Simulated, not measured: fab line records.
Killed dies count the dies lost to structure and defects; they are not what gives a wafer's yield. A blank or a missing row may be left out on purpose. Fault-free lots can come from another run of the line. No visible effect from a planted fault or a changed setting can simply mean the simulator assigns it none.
Split-lot study || flow sky130 || 23 wafers read across 5 lots, on a route 708 steps long

## THE SPLIT
At SKY_PWDE_IMPLANT_08, the setting energy kev was moved away from the recipe's 150 on 6 of the 23 wafers read, by -1.9% to +2.9%. All remaining wafers had this setting at the recipe value.

Reading taken at the split's own step.

## THE READING
In nm, at SKY_PWDE_IMPLANT_08: implant.drp nm, which is the simulator's own figure and was read by no gauge. There is no usual value for it anywhere in the file.

{"wafer": "L074.1", "tool, chamber at the split": "implanter-04, 0", "energy kev as run": 154, "against the recipe": "+2.7%", "implant.drp nm, nm": 99.04, "against lot-mates on the recipe": "+1.07"}
{"wafer": "L074.4", "tool, chamber at the split": "implanter-04, 0", "energy kev as run": 154, "against the recipe": "+2.7%", "implant.drp nm, nm": 99.04, "against lot-mates on the recipe": "+1.07"}
{"wafer": "L074.3", "tool, chamber at the split": "implanter-04, 0", "energy kev as run": 150, "against the recipe": "recipe", "implant.drp nm, nm": 97.97, "against lot-mates on the recipe": "-"}
{"wafer": "L074.5", "tool, chamber at the split": "implanter-04, 0", "energy kev as run": 150, "against the recipe": "recipe", "implant.drp nm, nm": 97.97, "against lot-mates on the recipe": "-"}
{"wafer": "L074.6", "tool, chamber at the split": "implanter-04, 0", "energy kev as run": 150, "against the recipe": "recipe", "implant.drp nm, nm": 97.97, "against lot-mates on the recipe": "-"}
{"wafer": "L079.1", "tool, chamber at the split": "implanter-02, 0", "energy kev as run": 150, "against the recipe": "recipe", "implant.drp nm, nm": 97.97, "against lot-mates on the recipe": "-"}
{"wafer": "L079.3", "tool, chamber at the split": "implanter-02, 0", "energy kev as run": 150, "against the recipe": "recipe", "implant.drp nm, nm": 97.97, "against lot-mates on the recipe": "-"}
{"wafer": "L079.4", "tool, chamber at the split": "implanter-02, 0", "energy kev as run": 150, "against the recipe": "recipe", "implant.drp nm, nm": 97.97, "against lot-mates on the recipe": "-"}
{"wafer": "L079.5", "tool, chamber at the split": "implanter-02, 0", "energy kev as run": 150, "against the recipe": "recipe", "implant.drp nm, nm": 97.97, "against lot-mates on the recipe": "-"}
{"wafer": "L079.6", "tool, chamber at the split": "implanter-02, 0", "energy kev as run": 150, "against the recipe": "recipe", "implant.drp nm, nm": 97.97, "against lot-mates on the recipe": "-"}
{"wafer": "L081.2", "tool, chamber at the split": "implanter-02, 0", "energy kev as run": 150, "against the recipe": "recipe", "implant.drp nm, nm": 97.97, "against lot-mates on the recipe": "-"}
{"wafer": "L081.5", "tool, chamber at the split": "implanter-02, 0", "energy kev as run": 150, "against the recipe": "recipe", "implant.drp nm, nm": 97.97, "against lot-mates on the recipe": "-"}
{"wafer": "L081.6", "tool, chamber at the split": "implanter-02, 0", "energy kev as run": 150, "against the recipe": "recipe", "implant.drp nm, nm": 97.97, "against lot-mates on the recipe": "-"}
{"wafer": "L081.3", "tool, chamber at the split": "implanter-02, 0", "energy kev as run": 154.3, "against the recipe": "+2.9%", "implant.drp nm, nm": 99.12, "against lot-mates on the recipe": "+1.15"}
{"wafer": "L081.4", "tool, chamber at the split": "implanter-02, 0", "energy kev as run": 154.3, "against the recipe": "+2.9%", "implant.drp nm, nm": 99.12, "against lot-mates on the recipe": "+1.15"}
{"wafer": "L084.1", "tool, chamber at the split": "implanter-04, 0", "energy kev as run": 150, "against the recipe": "recipe", "implant.drp nm, nm": 97.97, "against lot-mates on the recipe": "-"}
{"wafer": "L084.4", "tool, chamber at the split": "implanter-04, 0", "energy kev as run": 150, "against the recipe": "recipe", "implant.drp nm, nm": 97.97, "against lot-mates on the recipe": "-"}
{"wafer": "L084.6", "tool, chamber at the split": "implanter-04, 0", "energy kev as run": 150, "against the recipe": "recipe", "implant.drp nm, nm": 97.97, "against lot-mates on the recipe": "-"}
{"wafer": "L084.2", "tool, chamber at the split": "implanter-04, 0", "energy kev as run": 147.1, "against the recipe": "-1.9%", "implant.drp nm, nm": 97.24, "against lot-mates on the recipe": -0.73}
{"wafer": "L084.5", "tool, chamber at the split": "implanter-04, 0", "energy kev as run": 147.1, "against the recipe": "-1.9%", "implant.drp nm, nm": 97.24, "against lot-mates on the recipe": -0.73}
{"wafer": "L085.2", "tool, chamber at the split": "implanter-04, 0", "energy kev as run": 150, "against the recipe": "recipe", "implant.drp nm, nm": 97.97, "against lot-mates on the recipe": "-"}
{"wafer": "L085.3", "tool, chamber at the split": "implanter-04, 0", "energy kev as run": 150, "against the recipe": "recipe", "implant.drp nm, nm": 97.97, "against lot-mates on the recipe": "-"}
{"wafer": "L085.6", "tool, chamber at the split": "implanter-04, 0", "energy kev as run": 150, "against the recipe": "recipe", "implant.drp nm, nm": 97.97, "against lot-mates on the recipe": "-"}

FIT RESULTS
A straight line over all 23 wafers: implant.drp nm changes by +0.395 nm for each +1% of energy kev; r = +1.00; the points scatter about the line by 0.011 nm.
The same after taking each lot's own level away (the mean of its wafers on the recipe; 23 wafers): +0.395 nm for each +1%; r = +1.00; scatter 0.011 nm.
The reading moves by 1.1 nm for the largest change in energy kev, on that fit.
The lots' own levels span 97.970 to 97.970 nm.
The two slopes are in agreement: the lot-to-lot level therefore moves the slope only a little.
Check: with one of the wafers moved furthest among these (+2.9%) left out of the fit, the line predicts +1.14 nm for it against its lot-mates. Against them it came out at +1.15 nm.

## OTHER SPLITS ON THESE WAFERS
Before the reading, these wafers also passed through other splits. Each is held against what the fit with the lots' levels taken away leaves over:
{"other split on the same wafers": "SKY_FIELD_ISO_OXIDATION_01 ox time s", "wafers away from the commonest value": 15, "r with implant.drp nm (lot level and that fit taken away)": -0.31}
{"other split on the same wafers": "SKY_FIELD_ISO_CVD_03 pressure mtorr", "wafers away from the commonest value": 15, "r with implant.drp nm (lot level and that fit taken away)": -0.23}
{"other split on the same wafers": "SKY_FIELD_ISO_EXPOSE_10 dose mj", "wafers away from the commonest value": 10, "r with implant.drp nm (lot level and that fit taken away)": "+0.20"}
{"other split on the same wafers": "SKY_FIELD_ISO_ETCH_14 source w", "wafers away from the commonest value": 6, "r with implant.drp nm (lot level and that fit taken away)": "+0.53"}

## FILE'S OWN FIT
implant.drp nm changes by +0.397 nm for each +1% of energy kev, r = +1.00.
